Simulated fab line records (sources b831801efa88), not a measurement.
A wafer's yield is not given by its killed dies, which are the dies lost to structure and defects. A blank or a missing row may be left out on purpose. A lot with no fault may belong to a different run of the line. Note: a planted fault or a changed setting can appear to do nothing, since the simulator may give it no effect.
A lot that was struck, set against a sound lot | flow sky130 | 36 steps out of a route of 708
Sound: wafers L534.2, L534.5, L534.6. Wafers L526.1, L526.2, L526.3 were the ones struck. Last of all comes the cause.
Each step with rows lists, per side, the tool, then ch with its chambers, then its first start. Under that, the readings that differ: sound wafers | struck wafers | difference of the means | sigmas: that difference in standard deviations of wafers without a fault.
alike: a reading whose means differ by less than 2 such deviations, as well as words and numbers matching on both sides. not compared: withheld readings; readings where some wafer has no value; bounds like >300 that might hide an equal value; numbers whose values overlap and for which the record gives no deviation.
The two part at a step that has a row with sigmas, a row that says differs or no value, or rows on one side only. Numbers that have no deviation but don't overlap get no sigmas and don't part them. A reading missing from all wafers of one side parts the sides only when that side holds two or more wafers.

first, 9 steps without rows for these wafers: SKY_VT_ADJUST_NCORE_IMPLANT_09; SKY_VT_ADJUST_NCORE_STRIP_10 (strips in O2/N2); SKY_VT_ADJUST_HVTR_DEHYDRATE_00 (time 60 s); SKY_VT_ADJUST_HVTR_HMDS_01 (prime time 60 s); SKY_VT_ADJUST_HVTR_COAT_02 (resist thk 1140 nm); SKY_VT_ADJUST_HVTR_SOFTBAKE_03 (time 60 s); SKY_VT_ADJUST_HVTR_EXPOSE_04 (exposes mask HVTRM, target cd 380 nm); SKY_VT_ADJUST_HVTR_PEB_05; SKY_VT_ADJUST_HVTR_DEVELOP_06 (develop time 60 s).
SKY_VT_ADJUST_HVTR_IMPLANT_09:
  sound on implanter-02 ch 0, day 16 23:06; struck on implanter-02 ch 0, day 14 03:41
reading          | sound                         | struck                        | difference | sigmas
doseIonsCm2      | 2.1015e+12 2.1e+12 2.1004e+12 | 2.118e+11 2.119e+11 2.129e+11 | -1.888e+12 | -99 or more
faradayCurrentUA | 11.09 12.05 11.81             | 1.17 1.19 1.14                | -10.48     | -44
  alike: beamEnergyKeV, endStationPressureTorr
then, 1 step without rows for these wafers: SKY_VT_ADJUST_HVTR_STRIP_10 (strips in O2/N2).
SKY_VT_ADJUST_HVTR_TW_MEAS_11:
  sound on filmMetro-03, day 16 23:20; struck on filmMetro-02, day 14 03:56
reading           | sound             | struck            | difference | sigmas
VT_ADJUST_HVTR_TW | 215.6 213.7 214.4 | 113.2 113.3 112.6 | -101.5     | -34
then, 21 steps without rows for these wafers: SKY_VT_ADJUST_PCH_DEHYDRATE_00 (time 60 s); SKY_VT_ADJUST_PCH_HMDS_01 (prime time 60 s); SKY_VT_ADJUST_PCH_COAT_02 (resist thk 3000 nm); SKY_VT_ADJUST_PCH_SOFTBAKE_03; SKY_VT_ADJUST_PCH_EXPOSE_04 (exposes mask NWM, target cd 840 nm); SKY_VT_ADJUST_PCH_PEB_05; SKY_VT_ADJUST_PCH_DEVELOP_06 (develop time 60 s); SKY_VT_ADJUST_PCH_IMPLANT_08; SKY_VT_ADJUST_PCH_STRIP_09 (strips in O2/N2); SKY_SONOS_TUNNEL_DEHYDRATE_00 (time 60 s); SKY_SONOS_TUNNEL_HMDS_01 (prime time 60 s); SKY_SONOS_TUNNEL_COAT_02 (resist thk 1140 nm); SKY_SONOS_TUNNEL_SOFTBAKE_03 (time 60 s); SKY_SONOS_TUNNEL_EXPOSE_04 (exposes mask TUNM, target cd 410 nm); SKY_SONOS_TUNNEL_PEB_05; SKY_SONOS_TUNNEL_DEVELOP_06 (develop time 60 s); SKY_SONOS_TUNNEL_IMPLANT_09; SKY_SONOS_TUNNEL_WET_ETCH_10 (etches SiO2 in dHF, target depth 14 nm, time 280 s); SKY_SONOS_TUNNEL_STRIP_11 (strips in SPM, time 600 s); SKY_SONOS_TUNNEL_CLEAN_13 (cleans in dHF, time 20 s); SKY_SONOS_ONO_OXIDATION_00 (stabilise 600 s, purge 300 s, target thk 2.6 nm).
-- a jump in the record: the struck wafers' starts before and after are 20 days apart (it breaks off in module SONOS_ONO and resumes in module LI_CONTACT, where the first step shown is number 376 of the route) --
SKY_LI_CONTACT_ETCH_14: etches BARC in N2/H2, stops on SiO2, time 45.9 s, target depth 60 nm.
  sound on rieDiel-03 ch 1,2,3, day 37 06:32; struck on rieDiel-04 ch 1,2,3, day 34 07:52
reading                    | sound             | struck            | difference | sigmas
model.LI_CONTACT.cdNm (nm) | 168.2 168.3 167.5 | 174.9 177.2 174.9 | +7.7       | 
  alike: drypumpMotorCurrentA, oesProductAu, throttleValvePct
  not compared: rfHoursCounterH
SKY_LI_CONTACT_ETCH_15: etches PSG in C4F8/O2/Ar, stops on Si, target depth 600 nm.
  sound on rieDiel-03 ch 1,2,3, day 37 06:34; struck on rieDiel-04 ch 1,2,3, day 34 07:55
reading                    | sound           | struck            | difference | sigmas
model.LI_CONTACT.cdNm (nm) | 168 167.4 168.3 | 175.8 177.9 174.2 | +8.1       | 
  alike: oesProductAu
-- a jump in the record: the struck wafers' starts before and after are 15 days apart (it breaks off in module LI_CONTACT and resumes in module PAD_OPEN, where the first step shown is number 708 of the route) --
SKY_PAD_OPEN_PROBE_99:
  sound on prober-01, day 51 08:16; struck on prober-01, day 49 14:52
reading                               | sound                   | struck                  | difference | sigmas
model.etest.pfet_01v8_mvt.driveUaUm   | 147.7 149.2 150         | 120.4 120.9 118.8       | -28.9      | 
model.etest.pfet_01v8_mvt.offLog10AUm | -11.09 -11.09 -11.01    | -12.91 -12.84 -13.05    | -1.87      | 
model.etest.pfet_01v8_mvt.vtSatV (V)  | -0.5881 -0.5781 -0.5802 | -0.8066 -0.8101 -0.8112 | -0.2272    | 
model.etest.pfet_01v8_mvt.vtV (V)     | -0.6679 -0.663 -0.6619  | -0.8559 -0.8597 -0.8571 | -0.1933    | 
model.etest.pfet_01v8_mvt.vtLongV (V) | -0.8673 -0.8659 -0.8638 | -1.036 -1.038 -1.034    | -0.170     | 
  alike: killed_at_M0_to_M3, killed_at_M4_up, killedAtContacts, killedAtFrontEnd, killedAtOther, killedDies, killedOpen, killedShort

## WHERE THEY PART
Last at SKY_VT_ADJUST_HVTR_TW_MEAS_11 as far as this record goes, first at SKY_VT_ADJUST_HVTR_IMPLANT_09. Later steps at which nothing parts them and some readings are alike: SKY_LI_CONTACT_ETCH_14, SKY_LI_CONTACT_ETCH_15, SKY_PAD_OPEN_PROBE_99.

WHY: what had been put in by the simulator
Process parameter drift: implanter-02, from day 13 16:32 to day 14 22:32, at SKY_VT_ADJUST_HVTR_IMPLANT_09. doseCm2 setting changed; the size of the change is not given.
